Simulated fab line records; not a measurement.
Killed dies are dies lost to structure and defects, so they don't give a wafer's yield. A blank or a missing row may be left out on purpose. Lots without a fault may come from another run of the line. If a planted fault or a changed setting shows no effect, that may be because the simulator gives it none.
fab line records	flow sky130
[record] lots = 12	wafers = 36	lastDay = 49
route steps=708 shown VIA1@482 METAL2@497 PAD_OPEN@708
lots that met no fault: from a run of the same line without faults
startH: the number of hours between the record's first day and the start of the first shown wafer of the lot	waitH: time in hours since the lot's previous step	" repeats the value in the row above	L1.1+2: a row that stands for several wafers	- no value, or no start given	* or withheld: withheld	< > ~ a bound
route shown NAME@n: a module of which the file shows steps, and the number in the route of the first	usual: mean/standard deviation of fault-free wafers	same: alike in all rows	chamber/n: place in a boat	sites: each site's reading	_std_site: the standard deviation of these	_edge_site: outer sites' mean less inner sites'	radiusMm: for every site, how far away it sits from the centre of the wafer	mask NAME#n: copy n	behind: the last tool/chamber to shape the wafer	hold: cause of the lot's hold/its duration in hours/its outcome	device: names the non-switching transistor (n, p or np)	end of line: the same wafers' tests at the end of the route	where a step has no rows: the recipe by itself	killed: dies lost to structure and defects at the first sort, not the wafer's yield	map: per-die view of a wafer (x killed, . not killed, _ where there is no die)
set.NAME: the setting that was run; set.NAME@STEP: the one run at that earlier step	model.NAME: the simulator's own value behind a step, which no gauge read
steps of the route over a sample of lots; a table a step, a row a wafer
services: a tool's chamber out of use, with start hour (startH, from the record's first day; less than 0 if before it), hours out, and reason
[[steps]]
[step SKY_VIA1_CMP_24]
[recipe] stopOn = SiO2	tOverpolishS = 15	downForcePsi = 3.5	platenRpm = 60	targetThkNm = 0	padVelocityMS = 0.94248
[usual] motorCurrentA = 11.3/1.6	overpolishRunS = 14.999/0.0088	timeToEndpointS = 64/3.4
lot.wafer	tool	chamber	startH	waitH	motorCurrentA	overpolishRunS	timeToEndpointS
L592.3	cmp-01	3	791.79	0.0	8.7	14.991	62
L592.1	"	1	"	"	12.2	14.978	61
L592.5	"	0	"	"	11.2	15.004	60
L594.2	cmp-01	3	807.75	0.0	8.7	14.992	61
L594.5	"	3	"	"	9.0	14.988	60
L594.6	"	0	"	"	11.2	15.003	61
L598.3	cmp-01	1	839.14	0.1	12.7	15.002	64
L598.2	"	2	"	"	12.6	15.005	63
L598.5	"	1	"	"	12.5	15.001	63
L603.3	cmp-01	1	877.25	0.1	12.4	14.991	66
L603.2	"	2	"	"	12.9	15.000	67
L603.6	"	0	"	"	10.8	15.000	61
L604.3	cmp-02	3	882.60	0.0	14.2	14.994	64
L604.2	"	0	"	"	10.1	15.011	59
L604.5	"	3	"	"	13.4	15.003	64
L605.1	cmp-01	3	889.53	0.1	8.8	14.988	64
L605.3	"	1	"	"	12.2	15.003	67
L605.2	"	2	"	"	12.9	14.999	69
L606.1	cmp-02	0	900.39	0.1	10.2	14.977	58
L606.2	"	1	"	"	10.5	15.000	67
L606.6	"	3	"	"	13.4	15.004	64
L607.1	cmp-02	2	910.66	0.1	12.0	15.007	66
L607.2	"	0	"	"	9.9	15.010	61
L607.4	"	1	"	"	10.9	15.005	73
L608.3	cmp-01	0	910.96	0.1	10.8	14.992	63
L608.5	"	3	"	"	9.0	15.003	66
L608.6	"	0	"	"	11.7	15.000	64
L610.3	cmp-02	2	921.00	0.0	12.1	15.020	65
L610.2	"	1	"	"	10.6	14.987	68
L610.6	"	3	"	"	13.8	15.001	68
L609.3	cmp-01	1	921.70	0.1	12.3	14.994	65
L609.4	"	3	"	"	8.8	14.999	65
L609.6	"	1	"	"	12.6	14.999	64
L613.1	cmp-01	2	939.39	0.1	12.7	14.992	66
L613.3	"	3	"	"	8.4	14.994	61
L613.5	"	3	"	"	9.3	15.007	61
[step SKY_METAL2_DEVELOP_14]
[recipe] developTimeS = 60	resist = KrF-thick	devTempC = 21
[usual] developerTempC = 21.00/0.11
lot.wafer	tool	chamber	startH	waitH	developerTempC
L592.1	lithoTrack-02	0	818	-	21.07
L592.3	"	0	"	"	20.99
L592.5	"	0	"	"	21.06
L594.2	lithoTrack-03	0	834	-	20.95
L594.5	"	0	"	"	20.80
L594.6	"	0	"	"	20.82
L598.2	lithoTrack-03	0	865	-	21.00
L598.3	"	0	"	"	21.03
L598.5	"	0	"	"	21.23
L603.2	lithoTrack-02	0	903	-	20.09
L603.3	"	0	"	"	20.18
L603.6	"	0	"	"	20.01
L604.2	lithoTrack-02	0	907	-	20.10
L604.3	"	0	"	"	20.11
L604.5	"	0	"	"	20.12
L605.1	lithoTrack-04	0	914	-	21.02
L605.2	"	0	"	"	21.15
L605.3	"	0	"	"	21.14
L606.1	lithoTrack-03	0	926	-	21.12
L606.2	"	0	"	"	20.96
L606.6	"	0	"	"	21.03
L607.1	lithoTrack-03	0	936	-	21.03
L607.2	"	0	"	"	21.12
L607.4	"	0	"	"	21.11
L608.3	lithoTrack-04	0	936	-	20.94
L608.5	"	0	"	"	21.05
L608.6	"	0	"	"	20.96
L610.2	lithoTrack-03	0	946	-	21.12
L610.3	"	0	"	"	21.22
L610.6	"	0	"	"	20.96
L609.3	lithoTrack-04	0	946	-	21.01
L609.4	"	0	"	"	21.08
L609.6	"	0	"	"	20.88
L613.1	lithoTrack-03	0	963	-	20.93
L613.3	"	0	"	"	20.99
L613.5	"	0	"	"	20.96
[step SKY_METAL2_CD_MEAS_15]
[recipe] targetCdNm = 140
[usual] cdNm = 140.0/1.9
lot.wafer	tool	chamber	startH	waitH	cdNm
L592.1	cdSem-01	-	818.83	-	142.2
L592.3	"	-	"	"	142.4
L592.5	"	-	"	"	142.1
L594.2	cdSem-01	-	834.99	-	137.3
L594.5	"	-	"	"	137.8
L594.6	"	-	"	"	136.8
L598.2	cdSem-01	-	865.24	-	140.5
L598.3	"	-	"	"	140.1
L598.5	"	-	"	"	140.4
L603.2	cdSem-01	-	903.55	-	139.4
L603.3	"	-	"	"	139.0
L603.6	"	-	"	"	137.2
L604.2	cdSem-01	-	907.85	-	139.4
L604.3	"	-	"	"	139.5
L604.5	"	-	"	"	141.0
L605.1	cdSem-01	-	914.73	-	141.8
L605.2	"	-	"	"	140.3
L605.3	"	-	"	"	141.1
L606.1	cdSem-01	-	926.37	-	140.4
L606.2	"	-	"	"	138.5
L606.6	"	-	"	"	139.4
L607.1	cdSem-01	-	936.27	-	141.7
L607.2	"	-	"	"	141.3
L607.4	"	-	"	"	144.5
L608.3	cdSem-02	-	936.52	-	141.9
L608.5	"	-	"	"	141.1
L608.6	"	-	"	"	141.0
L610.2	cdSem-02	-	946.19	-	137.8
L610.3	"	-	"	"	138.4
L610.6	"	-	"	"	138.5
L609.3	cdSem-01	-	946.72	-	136.3
L609.4	"	-	"	"	136.3
L609.6	"	-	"	"	137.9
L613.1	cdSem-02	-	963.92	-	139.5
L613.3	"	-	"	"	138.4
L613.5	"	-	"	"	139.3
[step SKY_METAL2_STRIP_20]
[recipe] chemistry = O2/N2	powerW = 1400	pressureMtorr = 1500	platenTempC = withheld	o2FlowSccm = 3000	n2FlowSccm = 300	overashFraction = 0.5
[usual] chamberPressureMTorr = 1500.0/1.5	drypumpMotorCurrentA = 5.7/0.59	oesProductAu = 0.342/0.0051	stripTimeToEndpointS = 2.68/0.059
lot.wafer	tool	chamber	startH	waitH	chamberPressureMTorr	drypumpMotorCurrentA	oesProductAu	rfHoursCounterH	stripTimeToEndpointS
L592.1	plasmaAsher-01	1	819.17	0.1	1501.4	5.5	0.346	64	2.70
L592.3	"	1	"	"	1501.4	5.5	0.338	-	2.61
L592.5	"	1	"	"	1499.3	5.5	0.346	-	2.60
L594.2	plasmaAsher-04	0	835.31	0.1	1500.1	6.5	0.337	9	2.61
L594.5	"	1	"	"	1500.6	4.7	0.342	-	2.63
L594.6	"	0	"	"	1497.4	6.5	0.344	-	2.70
L598.2	plasmaAsher-04	1	865.56	0.1	1501.3	4.7	0.346	12	2.71
L598.3	"	0	"	"	1499.5	6.5	0.342	-	2.68
L598.5	"	1	"	"	1500.5	4.7	0.351	-	2.71
L603.2	plasmaAsher-04	0	903.87	0.1	1501.4	6.5	0.340	16	2.65
L603.3	"	1	"	"	1501.6	4.7	0.336	-	2.63
L603.6	"	0	"	"	1501.3	6.5	0.341	-	2.71
L604.2	plasmaAsher-03	1	908.17	0.1	1501.2	5.3	0.340	108	2.72
L604.3	"	1	"	"	1500.5	5.3	0.352	-	2.75
L604.5	"	1	"	"	1501.4	5.3	0.344	-	2.76
L605.1	plasmaAsher-01	1	915.25	0.1	1499.5	5.5	0.342	73	2.69
L605.2	"	0	"	"	1499.5	6.2	0.344	73	2.70
L605.3	"	1	"	"	1498.5	5.4	0.341	-	2.71
L606.1	plasmaAsher-03	1	926.77	0.1	1503.2	5.3	0.334	110	2.67
L606.2	"	0	"	"	1498.2	5.8	0.345	110	2.72
L606.6	"	1	"	"	1500.3	5.3	0.339	-	2.76
L607.1	plasmaAsher-01	1	936.61	0.1	1499.9	5.4	0.346	76	2.68
L607.2	"	0	"	"	1501.3	6.2	0.352	76	2.74
L607.4	"	1	"	"	1501.7	5.5	0.341	-	2.68
L608.3	plasmaAsher-03	0	936.85	0.1	1498.2	5.8	0.338	-	2.68
L608.5	"	1	"	"	1500.7	5.3	0.342	-	2.61
L608.6	"	0	"	"	1502.9	5.8	0.338	-	2.71
L610.2	plasmaAsher-03	0	946.51	0.1	1500.3	5.8	0.338	111	2.68
L610.3	"	1	"	"	1501.9	5.3	0.338	-	2.66
L610.6	"	1	"	"	1499.4	5.3	0.337	-	2.64
L609.3	plasmaAsher-04	1	947.05	0.1	1500.0	4.7	0.339	-	2.66
L609.4	"	0	"	"	1498.6	6.5	0.347	-	2.77
L609.6	"	1	"	"	1501.8	4.7	0.343	-	2.79
L613.1	plasmaAsher-03	1	964.26	0.1	1498.8	5.3	0.337	114	2.66
L613.3	"	0	"	"	1500.8	5.8	0.347	-	2.77
L613.5	"	0	"	"	1499.0	5.8	0.340	-	2.65
[step SKY_PAD_OPEN_PROBE_99]
[usual] defectLimitedYield = 82.5/1.9	killed_at_M0_to_M3 = 43/6.4	killed_at_M4_up = 2.9/1.7	killedAtContacts = 24/5	killedAtFrontEnd = 15/4	killedAtOther = 0.4/0.62	killedDies = 86/9.3	killedOpen = 47/6.8	killedShort = 38/5.8	sort_bin_3_pad_short = 0.9/0.42	sort_bin_5_function = 10.3/1.5	sort_bin_6_memory = 6.3/1.1	sortNPass = 406/9.3	sortYieldPct = 82.5/1.9
[same] grossDies = 492	killedAtBackSide = 0	sort_bin_4_leakage[%] = 0	sort_bin_8_speed[%] = 0
lot.wafer	tool	chamber	startH	waitH	defectLimitedYield[%]	killed_at_M0_to_M3	killed_at_M4_up	killedAtContacts	killedAtFrontEnd	killedAtOther	killedDies	killedOpen	killedShort	sort_bin_3_pad_short[%]	sort_bin_5_function[%]	sort_bin_6_memory[%]	sortNPass	sortYieldPct[%]
L592.1	prober-02	-	1072.64	0.1	81.3	43	4	33	12	0	92	51	40	0.8	10.8	7.1	400	81.3
L592.3	prober-02	-	1072.74	0.2	80.9	53	4	21	15	1	94	48	46	0.8	11.2	7.1	398	80.9
L592.5	prober-02	-	1072.84	0.2	79.7	51	1	30	18	0	100	50	49	0.8	12.0	7.5	392	79.7
L594.2	prober-02	-	1085.85	0.1	81.9	39	4	36	10	0	89	46	43	1.0	10.2	6.9	403	81.9
L594.5	prober-02	-	1086.00	0.2	85.4	42	1	19	10	0	72	39	32	1.2	6.7	6.7	420	85.4
L594.6	prober-02	-	1086.05	0.2	80.9	43	1	34	16	0	94	48	46	0.6	11.0	7.5	398	80.9
L598.2	prober-02	-	1109.86	0.1	82.7	45	2	25	13	0	85	42	43	1.6	10.8	4.9	407	82.7
L598.3	prober-02	-	1109.91	0.2	86.8	29	4	16	16	0	65	33	31	0.4	7.5	5.3	427	86.8
L598.5	prober-02	-	1110.01	0.2	81.1	45	4	23	21	0	93	44	48	1.2	11.8	5.9	399	81.1
L603.2	prober-02	-	1141.90	0.1	83.9	44	0	22	13	0	79	39	40	0.6	11.6	3.9	413	83.9
L603.3	prober-02	-	1141.95	0.2	85.4	38	3	21	10	0	72	45	27	0.2	10.4	4.1	420	85.4
L603.6	prober-02	-	1142.10	0.2	85.4	34	3	24	10	1	72	37	34	0.2	8.3	6.1	420	85.4
L604.2	prober-01	-	1144.85	0.1	81.1	49	5	22	17	0	93	51	42	1.2	11.8	5.9	399	81.1
L604.3	prober-01	-	1144.90	0.2	83.5	35	5	22	19	0	81	46	35	1.2	9.1	6.1	411	83.5
L604.5	prober-01	-	1145.00	0.2	83.1	44	2	26	11	0	83	47	35	0.8	10.0	6.1	409	83.1
L605.1	prober-02	-	1150.34	0.1	81.7	50	1	21	18	0	90	45	45	1.4	9.3	7.5	402	81.7
L605.2	prober-02	-	1150.39	0.1	85.0	41	2	20	10	1	74	39	35	1.0	8.9	5.1	418	85.0
L605.3	prober-02	-	1150.44	0.2	80.5	47	3	22	24	0	96	55	40	0.4	11.2	7.9	396	80.5
L606.1	prober-01	-	1155.81	0.1	83.7	42	1	24	13	0	80	45	35	1.0	10.6	4.7	412	83.7
L606.2	prober-01	-	1155.86	0.1	82.5	53	4	20	9	0	86	53	33	0.6	10.6	6.3	406	82.5
L606.6	prober-01	-	1156.06	0.2	82.9	38	3	27	16	0	84	43	41	1.2	8.9	6.9	408	82.9
L607.1	prober-02	-	1165.65	0.1	84.3	40	1	20	16	0	77	44	33	0.6	8.9	6.1	415	84.3
L607.2	prober-02	-	1165.70	0.1	82.7	38	2	26	19	0	85	46	39	0.6	10.2	6.5	407	82.7
L607.4	prober-02	-	1165.80	0.2	82.3	43	1	22	21	0	87	49	38	0.6	9.1	7.9	405	82.3
L608.3	prober-01	-	1167.07	0.2	83.3	37	3	33	9	0	82	47	35	0.6	10.2	5.9	410	83.3
L608.5	prober-01	-	1167.17	0.2	85.4	39	2	19	11	1	72	35	36	0.8	8.5	5.3	420	85.4
L608.6	prober-01	-	1167.22	0.2	82.9	39	6	23	16	0	84	46	36	1.0	10.2	5.9	408	82.9
L610.2	prober-02	-	1168.81	0.1	81.5	46	2	31	12	0	91	54	37	1.0	10.8	6.7	401	81.5
L610.3	prober-02	-	1168.86	0.2	82.9	40	4	27	12	1	84	48	36	0.4	11.2	5.5	408	82.9
L610.6	prober-02	-	1169.01	0.2	82.5	46	2	21	17	0	86	45	40	1.0	10.0	6.5	406	82.5
L609.3	prober-01	-	1170.33	0.2	82.5	42	7	27	10	0	86	38	48	1.4	10.8	5.3	406	82.5
L609.4	prober-01	-	1170.38	0.2	82.7	35	7	27	15	1	85	49	36	0.8	11.2	5.3	407	82.7
L609.6	prober-01	-	1170.48	0.2	83.7	39	4	18	19	0	80	38	42	0.6	9.3	6.3	412	83.7
L613.1	prober-02	-	1185.49	0.1	87.6	30	1	17	13	0	61	38	23	0.4	7.3	4.7	431	87.6
L613.3	prober-02	-	1185.59	0.2	84.3	29	3	25	19	1	77	40	37	1.4	9.3	4.9	415	84.3
L613.5	prober-02	-	1185.69	0.2	80.1	46	2	29	21	0	98	58	40	0.6	11.8	7.5	394	80.1
// killed by level:class
L592.1 LI_CONTACT:geometricParticle:open=10 VIA3:geometricParticle:open=10 CONTACT:geometricParticle:open=9 LI_CONTACT:geometricParticle:short=8 VIA1:geometricParticle:open=8 METAL1:geometricParticle:short=5 CONTACT:geometricParticle:short=4 VIA2:geometricParticle:open=4
L592.3 VIA1:geometricParticle:open=10 VIA2:geometricParticle:open=10 LI_CONTACT:geometricParticle:short=9 VIA3:geometricParticle:open=8 CONTACT:geometricParticle:open=6 VIA3:geometricParticle:short=5 VIA1:geometricParticle:short=5 VIA2:geometricParticle:short=5
L592.5 VIA1:geometricParticle:open=10 METAL1:geometricParticle:short=9 VIA3:geometricParticle:open=9 CONTACT:geometricParticle:open=8 LI_CONTACT:geometricParticle:open=6 VIA2:geometricParticle:open=6 CONTACT:geometricParticle:short=6 LOCAL_INTERCONNECT:geometricParticle:short=5
L594.2 CONTACT:geometricParticle:open=12 LOCAL_INTERCONNECT:geometricParticle:short=8 VIA1:geometricParticle:open=8 CONTACT:geometricParticle:short=6 VIA3:geometricParticle:open=6 VIA3:geometricParticle:short=6 VIA2:geometricParticle:open=5 LOCAL_INTERCONNECT:geometricParticle:open=4
L594.5 VIA1:geometricParticle:open=10 VIA3:geometricParticle:open=6 LI_CONTACT:geometricParticle:open=5 LOCAL_INTERCONNECT:geometricParticle:short=5 VIA2:geometricParticle:open=5 METAL1:geometricParticle:short=4 METAL3:geometricParticle:short=3 CONTACT:geometricParticle:short=3
L594.6 LI_CONTACT:geometricParticle:open=13 CONTACT:geometricParticle:open=12 VIA1:geometricParticle:short=10 VIA1:geometricParticle:open=8 METAL2:geometricParticle:short=8 FIELD_ISO:geometricParticle:short=5 LOCAL_INTERCONNECT:geometricParticle:short=4 FIELD_ISO:geometricParticle:open=3
L598.2 METAL2:geometricParticle:short=11 CONTACT:geometricParticle:open=10 VIA1:geometricParticle:open=9 LOCAL_INTERCONNECT:geometricParticle:short=6 FIELD_ISO:geometricParticle:short=5 POLY_GATE:geometricParticle:open=5 VIA2:geometricParticle:open=5 LI_CONTACT:geometricParticle:open=4
L598.3 VIA3:geometricParticle:open=9 CONTACT:geometricParticle:open=7 VIA1:geometricParticle:open=7 FIELD_ISO:geometricParticle:open=4 METAL2:geometricParticle:short=4 METAL3:geometricParticle:short=4 FIELD_ISO:geometricParticle:short=3 LI_CONTACT:geometricParticle:short=3
L598.5 VIA2:geometricParticle:open=8 METAL2:geometricParticle:short=8 VIA1:geometricParticle:open=8 LI_CONTACT:geometricParticle:open=6 CONTACT:geometricParticle:open=6 FIELD_ISO:geometricParticle:short=5 VIA3:geometricParticle:open=5 LOCAL_INTERCONNECT:geometricParticle:short=5
L603.2 VIA1:geometricParticle:open=15 METAL1:geometricParticle:short=12 POLY_GATE:geometricParticle:short=6 CONTACT:geometricParticle:open=6 CONTACT:geometricParticle:short=5 LOCAL_INTERCONNECT:geometricParticle:short=4 LI_CONTACT:geometricParticle:open=4 METAL2:geometricParticle:short=3
L603.3 VIA1:geometricParticle:open=12 CONTACT:geometricParticle:open=9 VIA2:geometricParticle:open=6 METAL1:geometricParticle:short=5 METAL2:geometricParticle:short=4 LI_CONTACT:geometricParticle:open=4 CONTACT:geometricParticle:short=4 FIELD_ISO:geometricParticle:open=3
L603.6 CONTACT:geometricParticle:open=9 METAL2:geometricParticle:short=7 LI_CONTACT:geometricParticle:open=5 METAL1:geometricParticle:short=5 VIA2:geometricParticle:open=5 VIA3:geometricParticle:open=5 FIELD_ISO:geometricParticle:short=4 LOCAL_INTERCONNECT:geometricParticle:short=4
L604.2 VIA1:geometricParticle:open=13 CONTACT:geometricParticle:open=10 LI_CONTACT:geometricParticle:open=9 METAL1:geometricParticle:short=8 METAL2:geometricParticle:short=8 VIA3:geometricParticle:open=6 POLY_GATE:geometricParticle:short=5 METAL4:geometricParticle:short=5
L604.3 LI_CONTACT:geometricParticle:open=8 CONTACT:geometricParticle:open=8 VIA1:geometricParticle:short=8 FIELD_ISO:geometricParticle:open=6 VIA1:geometricParticle:open=6 POLY_GATE:geometricParticle:open=5 VIA2:geometricParticle:open=5 FIELD_ISO:geometricParticle:short=4
L604.5 VIA1:geometricParticle:open=10 CONTACT:geometricParticle:open=9 LI_CONTACT:geometricParticle:open=7 VIA2:geometricParticle:open=7 METAL2:geometricParticle:short=5 VIA3:geometricParticle:open=5 CONTACT:geometricParticle:short=4 VIA2:geometricParticle:short=4
L605.1 VIA1:geometricParticle:open=15 FIELD_ISO:geometricParticle:short=8 VIA2:geometricParticle:open=8 VIA3:geometricParticle:short=6 CONTACT:geometricParticle:open=6 CONTACT:geometricParticle:short=5 METAL1:geometricParticle:short=5 FIELD_ISO:geometricParticle:open=4
L605.2 VIA2:geometricParticle:open=8 VIA1:geometricParticle:open=7 CONTACT:geometricParticle:open=6 LI_CONTACT:geometricParticle:open=5 CONTACT:geometricParticle:short=5 VIA1:geometricParticle:short=5 VIA3:geometricParticle:open=4 METAL3:geometricParticle:short=4
L605.3 VIA1:geometricParticle:open=15 LI_CONTACT:geometricParticle:open=7 VIA2:geometricParticle:open=7 FIELD_ISO:geometricParticle:short=6 FIELD_ISO:geometricParticle:open=6 POLY_GATE:geometricParticle:open=6 CONTACT:geometricParticle:short=6 CONTACT:geometricParticle:open=5
L606.1 VIA2:geometricParticle:open=10 CONTACT:geometricParticle:open=9 METAL1:geometricParticle:short=7 VIA1:geometricParticle:open=7 METAL3:geometricParticle:short=7 VIA3:geometricParticle:open=6 LI_CONTACT:geometricParticle:open=5 LOCAL_INTERCONNECT:geometricParticle:short=5
L606.2 VIA1:geometricParticle:open=13 VIA3:geometricParticle:open=10 CONTACT:geometricParticle:open=10 METAL2:geometricParticle:short=8 VIA2:geometricParticle:open=7 VIA3:geometricParticle:short=5 POLY_GATE:geometricParticle:open=3 LI_CONTACT:geometricParticle:open=3
L606.6 CONTACT:geometricParticle:open=10 LI_CONTACT:geometricParticle:open=7 FIELD_ISO:geometricParticle:open=6 VIA1:geometricParticle:short=6 VIA2:geometricParticle:open=5 CONTACT:geometricParticle:short=5 VIA1:geometricParticle:open=5 VIA3:geometricParticle:open=5
L607.1 CONTACT:geometricParticle:open=9 VIA2:geometricParticle:open=7 FIELD_ISO:geometricParticle:open=5 VIA3:geometricParticle:short=5 LOCAL_INTERCONNECT:geometricParticle:short=5 METAL1:geometricParticle:short=5 POLY_GATE:geometricParticle:open=4 VIA1:geometricParticle:open=4
L607.2 METAL2:geometricParticle:short=10 LI_CONTACT:geometricParticle:open=9 FIELD_ISO:geometricParticle:open=8 VIA1:geometricParticle:open=7 LOCAL_INTERCONNECT:geometricParticle:short=6 CONTACT:geometricParticle:open=6 VIA2:geometricParticle:open=5 VIA3:geometricParticle:open=4
L607.4 VIA1:geometricParticle:open=9 LI_CONTACT:geometricParticle:open=8 METAL1:geometricParticle:short=8 CONTACT:geometricParticle:open=7 VIA1:geometricParticle:short=6 FIELD_ISO:geometricParticle:short=5 FIELD_ISO:geometricParticle:open=5 POLY_GATE:geometricParticle:open=5
L608.3 CONTACT:geometricParticle:open=16 CONTACT:geometricParticle:short=7 VIA1:geometricParticle:open=7 VIA1:geometricParticle:short=6 METAL2:geometricParticle:short=6 VIA3:geometricParticle:open=6 LI_CONTACT:geometricParticle:open=5 METAL1:geometricParticle:short=4
L608.5 VIA3:geometricParticle:open=9 CONTACT:geometricParticle:open=6 FIELD_ISO:geometricParticle:open=5 METAL2:geometricParticle:short=5 LI_CONTACT:geometricParticle:open=4 CONTACT:geometricParticle:short=4 METAL1:geometricParticle:short=4 VIA2:geometricParticle:short=4
L608.6 CONTACT:geometricParticle:open=11 VIA1:geometricParticle:open=10 POLY_GATE:geometricParticle:short=6 LI_CONTACT:geometricParticle:open=6 VIA3:geometricParticle:open=6 METAL1:geometricParticle:short=5 CONTACT:geometricParticle:short=4 VIA1:geometricParticle:short=4
L610.2 VIA1:geometricParticle:open=14 CONTACT:geometricParticle:open=9 METAL2:geometricParticle:short=8 FIELD_ISO:geometricParticle:open=6 LI_CONTACT:geometricParticle:open=6 LOCAL_INTERCONNECT:geometricParticle:short=6 CONTACT:geometricParticle:short=6 METAL1:geometricParticle:short=6
L610.3 VIA1:geometricParticle:open=13 METAL1:geometricParticle:short=9 CONTACT:geometricParticle:open=8 LI_CONTACT:geometricParticle:open=7 LI_CONTACT:geometricParticle:short=5 CONTACT:geometricParticle:short=5 VIA3:geometricParticle:open=4 FIELD_ISO:geometricParticle:open=3
L610.6 VIA1:geometricParticle:open=12 CONTACT:geometricParticle:short=7 METAL2:geometricParticle:short=7 POLY_GATE:geometricParticle:open=5 CONTACT:geometricParticle:open=5 VIA2:geometricParticle:short=4 VIA2:geometricParticle:open=4 VIA3:geometricParticle:open=4
L609.3 LI_CONTACT:geometricParticle:open=9 VIA2:geometricParticle:short=7 CONTACT:geometricParticle:open=7 VIA1:geometricParticle:open=7 METAL1:geometricParticle:short=6 METAL3:geometricParticle:short=6 CONTACT:geometricParticle:short=5 POLY_GATE:geometricParticle:open=5
L609.4 CONTACT:geometricParticle:open=11 VIA1:geometricParticle:open=10 VIA1:geometricParticle:short=6 POLY_GATE:geometricParticle:short=5 VIA3:geometricParticle:open=5 POLY_GATE:geometricParticle:open=4 LI_CONTACT:geometricParticle:open=4 LOCAL_INTERCONNECT:geometricParticle:short=4
L609.6 VIA2:geometricParticle:open=8 LOCAL_INTERCONNECT:geometricParticle:short=7 VIA1:geometricParticle:short=7 METAL2:geometricParticle:short=7 POLY_GATE:geometricParticle:short=6 CONTACT:geometricParticle:open=6 VIA1:geometricParticle:open=5 POLY_GATE:geometricParticle:open=4
L613.1 CONTACT:geometricParticle:open=8 VIA1:geometricParticle:open=6 VIA2:geometricParticle:open=6 VIA3:geometricParticle:open=5 FIELD_ISO:geometricParticle:short=4 LOCAL_INTERCONNECT:geometricParticle:short=4 FIELD_ISO:geometricParticle:open=3 METAL1:geometricParticle:short=3
L613.3 CONTACT:geometricParticle:open=12 VIA1:geometricParticle:open=7 CONTACT:geometricParticle:short=5 LI_CONTACT:geometricParticle:open=4 METAL1:geometricParticle:short=4 VIA3:geometricParticle:open=4 FIELD_ISO:geometricParticle:short=3 FIELD_ISO:geometricParticle:open=3
L613.5 VIA1:geometricParticle:open=14 CONTACT:geometricParticle:open=11 VIA1:geometricParticle:short=7 VIA2:geometricParticle:open=7 FIELD_ISO:geometricParticle:short=6 CONTACT:geometricParticle:short=6 FIELD_ISO:geometricParticle:open=5 VIA3:geometricParticle:open=5
[[services]]
tool	chamber	startH	hours	kind
cmp-01	-	781.66	5.1	pm
plasmaAsher-04	-	784.45	4.2	repair
cmp-01	-	788.21	1.5	repair
plasmaAsher-01	-	794.23	10.0	pm
cmp-02	-	809.67	6.1	repair
cmp-02	-	821.56	0.5	repair
plasmaAsher-01	-	827.18	2.3	repair
lithoTrack-03	-	835.52	-	consumableReplace:filter
cmp-02	-	848.98	3.1	repair
cmp-02	-	852.05	6.3	pm
cmp-01	-	881.30	1.6	repair
cmp-01	-	912.14	4.0	pm
cmp-01	-	916.14	-	consumableReplace:conditioner
cmp-01	-	916.14	-	consumableReplace:pad
plasmaAsher-03	-	930.60	2.6	repair
lithoTrack-03	-	957.27	-	consumableReplace:filter
plasmaAsher-04	-	963.10	2.2	repair
[[key]]
[firstSign] step = SKY_METAL2_DEVELOP_14	reading = developerTempC	direction = down	sigmas = 8.4	usual = *	struck = *
effect none on later readings
metAt SKY_METAL2_DEVELOP_14
struckLots L603,L604
notActingAt SKY_VIA1_CMP_24,SKY_METAL2_CD_MEAS_15,SKY_METAL2_STRIP_20
onsetBetween 818 903
[fault] kind = processParameterDrift	tool = lithoTrack-02	chamber = -	onsetH = 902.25	steps = SKY_METAL2_DEVELOP_14	channel = devTempC	offset = *	shape = step	endH = 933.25	actsIn = *	stated = *
